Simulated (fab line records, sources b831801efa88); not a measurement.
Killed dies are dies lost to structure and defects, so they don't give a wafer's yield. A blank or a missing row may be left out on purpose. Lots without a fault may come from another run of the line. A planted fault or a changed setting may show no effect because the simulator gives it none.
Which tool did it? | flow gf180mcu | 13 lots, 39 wafers sampled, at 4 steps of a route of 602

WHAT THE GAUGES READ, wafer by wafer
GF_HV_LDD_TW_MEAS_38.
lot  | measured     | on            | HV_LDD_3_TW
L610 | day 11 08:58 | film_metro-02 | 1407 1411 1407
L612 | day 12 04:48 | film_metro-03 | 1440 1449 1446
L615 | day 13 06:28 | film_metro-01 | 1428 1428 1427
L616 | day 13 07:48 | film_metro-03 | 1449 1439 1435
L617 | day 13 21:06 | film_metro-03 | 1439 1441 1439
L619 | day 15 04:32 | film_metro-01 | 1431 1437 1432
L622 | day 15 21:12 | film_metro-02 | 1418 1403 1417
L626 | day 17 02:44 | film_metro-03 | 1447 1437 1438
L628 | day 17 08:17 | film_metro-03 | 1437 1444 1439
L627 | day 17 08:27 | film_metro-01 | 1435 1430 1442
L630 | day 18 05:19 | film_metro-02 | 1399 1397 1395
L631 | day 18 21:29 | film_metro-03 | 1430 1429 1430
L632 | day 18 21:35 | film_metro-02 | 1388 1402 1399

GF_SAB_THK_MEAS_01.
lot  | measured     | on            | SAB_CVD_00_THK (nm)
L610 | day 13 23:43 | film_metro-01 | 49.1 49.5 51.0
L612 | day 14 21:37 | film_metro-02 | 49.4 49.2 49.5
L615 | day 16 06:56 | film_metro-02 | 50.3 51.2 50.3
L616 | day 16 06:43 | film_metro-02 | 50.3 50.9 50.9
L617 | day 16 21:45 | film_metro-04 | 50.5 50.6 50.8
L619 | day 18 03:25 | film_metro-04 | 50.0 51.3 51.2
L622 | day 18 23:53 | film_metro-04 | 38.7 40.0 40.0 38.8 39.9 39.9
L626 | day 20 06:22 | film_metro-04 | 39.7 40.6 40.7 39.7 40.6 40.7
L628 | day 20 10:55 | film_metro-04 | 49.2 49.2 50.2
L627 | day 20 11:49 | film_metro-02 | 49.4 49.2 49.4
L630 | day 21 09:37 | film_metro-04 | 49.7 48.9 50.2
L631 | day 22 00:58 | film_metro-02 | 48.7 50.7 49.3
L632 | day 22 01:58 | film_metro-02 | 49.2 50.0 50.2

WHICH TOOL RAN EACH LOT (tool, then ch and the chambers of the sampled wafers, then the start)
lot  | GF_PSD_STRIP_10                      | GF_SAB_CVD_00
L610 | plasma_asher-04 ch 0,1, day 13 23:09 | pecvd-02 ch 0,1,2, day 13 23:41
L612 | plasma_asher-02 ch 0,1, day 14 21:03 | pecvd-04 ch 0,2, day 14 21:35
L615 | plasma_asher-03 ch 0,1, day 16 06:22 | pecvd-02 ch 0,1, day 16 06:55
L616 | plasma_asher-04 ch 0,1, day 16 06:11 | pecvd-02 ch 0,2, day 16 06:41
L617 | plasma_asher-04 ch 0,1, day 16 21:12 | pecvd-04 ch 0,1,2, day 16 21:44
L619 | plasma_asher-03 ch 0,1, day 18 02:51 | pecvd-04 ch 0,1, day 18 03:23
L622 | plasma_asher-02 ch 0,1, day 18 23:18 | pecvd-04 ch 1,2, day 18 23:51
L626 | plasma_asher-02 ch 0,1, day 20 05:48 | pecvd-04 ch 0,1,2, day 20 06:20
L628 | plasma_asher-03 ch 0,1, day 20 10:18 | pecvd-02 ch 1,2, day 20 10:53
L627 | plasma_asher-02 ch 0,1, day 20 11:15 | pecvd-03 ch 0,2, day 20 11:47
L630 | plasma_asher-03 ch 0,1, day 21 09:03 | pecvd-03 ch 1,2, day 21 09:35
L631 | plasma_asher-04 ch 0,1, day 22 00:24 | pecvd-02 ch 0,1, day 22 00:56
L632 | plasma_asher-03 ch 0,1, day 22 01:24 | pecvd-02 ch 0,1, day 22 01:56
- GF_PSD_STRIP_10: strips in O2/N2.
- GF_SAB_CVD_00: deposits SiO2 from TEOS, target thk 50 nm, time 4.9302 s.

WHAT THE TOOLS THEMSELVES READ (means of the sampled wafers that have a number; where no wafer has one, the mark that the record gives instead)
GF_PSD_STRIP_10.
lot  | tool            | drypump_motor_current_A (A) | heater_power_w (W) | n2_flow_sccm (sccm) | oes_product_au (a.u.) | strip_time_to_endpoint_s (s)
L610 | plasma_asher-04 | 5.5                         | 309                | 299.8               | 0.594                 | 16.53
L612 | plasma_asher-02 | 5.9                         | 315                | 299.8               | 0.592                 | 16.49
L615 | plasma_asher-03 | 6.5                         | 343                | 298.3               | 0.591                 | 16.50
L616 | plasma_asher-04 | 5.5                         | 311                | 298.6               | 0.594                 | 16.45
L617 | plasma_asher-04 | 5.5                         | 313                | 299.7               | 0.591                 | 16.45
L619 | plasma_asher-03 | 6.4                         | 335                | 299.2               | 0.596                 | 16.52
L622 | plasma_asher-02 | 6.2                         | 307                | 298.8               | 0.590                 | 16.52
L626 | plasma_asher-02 | 6.2                         | 312                | 300.1               | 0.590                 | 16.58
L628 | plasma_asher-03 | 6.5                         | 346                | 301.3               | 0.589                 | 16.55
L627 | plasma_asher-02 | 6.2                         | 305                | 300.5               | 0.593                 | 16.47
L630 | plasma_asher-03 | 6.1                         | 325                | 300.3               | 0.591                 | 16.49
L631 | plasma_asher-04 | 5.5                         | 314                | 299.5               | 0.593                 | 16.50
L632 | plasma_asher-03 | 6.5                         | 343                | 299.9               | 0.597                 | 16.57

GF_SAB_CVD_00.
lot  | tool     | heater_power_outer_w (W) | heater_power_w (W)
L610 | pecvd-02 | 410                      | 694
L612 | pecvd-04 | 331                      | 558
L615 | pecvd-02 | 402                      | 708
L616 | pecvd-02 | 446                      | 757
L617 | pecvd-04 | 332                      | 577
L619 | pecvd-04 | 336                      | 583
L622 | pecvd-04 | 340                      | 585
L626 | pecvd-04 | 305                      | 527
L628 | pecvd-02 | 408                      | 666
L627 | pecvd-03 | 411                      | 750
L630 | pecvd-03 | 317                      | 609
L631 | pecvd-02 | 451                      | 778
L632 | pecvd-02 | 493                      | 822

THE ANSWER, worked out from the rows above alone
Rule: what is usual is taken from the lots themselves. Put in order of their means at a reading, lots are off if they are a third of the lots or fewer, leave a main group of 4 or more, and stand apart from it by a gap of 3 or more times the standard deviation of the main group's means; of several such gaps the widest counts. A main group whose means are all the same, to the digits that the tables above print for the reading, isn't used. A lot without any number at a reading at which 4 lots or more have one is off too. The other lots that the step has rows for count as sound. The gauges are gone through in route order, then the tools' own readings, and for those a lot's mean is taken as printed above. The first step at which some lot is off is used, and at that step the reading that is off furthest; a lot without a number counts as furthest.
Off: L622, L626, at GF_SAB_THK_MEAS_01 (SAB_CVD_00_THK). The main group: mean 50.0 nm, standard deviation 0.56.
A tool fits if, at a process step before that reading, it ran every lot that is off, and no sound lot after the first of them. The gauges at GF_SAB_THK_MEAS_01 are tried like those tools. One fits: pecvd-04 at GF_SAB_CVD_00. Its last sound lot is L619 (day 18 03:23), its first lot that is off L622 (day 18 23:51): a fault that began between those two fits.

WHAT THE SIMULATOR HAD PUT IN
Site profile drift: pecvd-04, from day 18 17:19 on, at GF_SAB_CVD_00. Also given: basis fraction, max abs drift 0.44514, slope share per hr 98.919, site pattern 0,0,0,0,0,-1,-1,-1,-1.
Lots struck among those shown: L622, L626. The rule above found the same.
